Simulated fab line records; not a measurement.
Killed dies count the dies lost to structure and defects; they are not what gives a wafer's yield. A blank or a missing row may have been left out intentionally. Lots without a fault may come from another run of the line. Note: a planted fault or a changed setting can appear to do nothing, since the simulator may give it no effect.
Which of the tools did it? / flow gf180mcu / 7 lots (21 wafers sampled), 1 step of a 602-step route

## WHAT THE GAUGES SHOWED, per wafer
GF_HV_LDD_OVL_MEAS_08.
lot=L654; measured=day 10 20:07; on=overlay-01; HV_LDD_OVL (nm)=-0.6 -0.6 -0.8
lot=L657; measured=day 11 19:28; on=overlay-02; HV_LDD_OVL (nm)=0.9 -1.4 -0.9
lot=L660; measured=day 12 18:01; on=overlay-01; HV_LDD_OVL (nm)=0.4 0.6 -0.2
lot=L663; measured=day 13 17:09; on=overlay-02; HV_LDD_OVL (nm)=2.8 1.0 1.9
lot=L669; measured=day 15 11:16; on=overlay-02; HV_LDD_OVL (nm)=1.6 0.7 1.5
lot=L672; measured=day 16 09:49; on=overlay-01; HV_LDD_OVL (nm)=0.7 1.0 0.6
lot=L674; measured=day 17 03:24; on=overlay-01; HV_LDD_OVL (nm)=0.1 -1.0 -0.2

## EACH LOT AND THE TOOL THAT RAN IT (in order: tool; ch and the chambers of the sampled wafers; start)
There is no process step in the record ahead of these readings.

## THE ANSWER, worked out from the rows above alone
Rule: the lots themselves supply what counts as usual. Put in order of their means at a reading, lots are off if they are a third of the lots or fewer, leave a main group of 4 or more, and stand apart from it by a gap of 3 or more times the standard deviation of the main group's means; of several such gaps the widest counts. A main group is skipped when, at the precision printed for the reading in the tables above, its means are all equal. A lot without any number at a reading at which 4 lots or more have one is off too. The other lots that the step has rows for count as sound.
No lot is off on any of the readings shown, so nothing can be concluded from this.

## WHAT HAD BEEN PUT IN BY THE SIMULATOR
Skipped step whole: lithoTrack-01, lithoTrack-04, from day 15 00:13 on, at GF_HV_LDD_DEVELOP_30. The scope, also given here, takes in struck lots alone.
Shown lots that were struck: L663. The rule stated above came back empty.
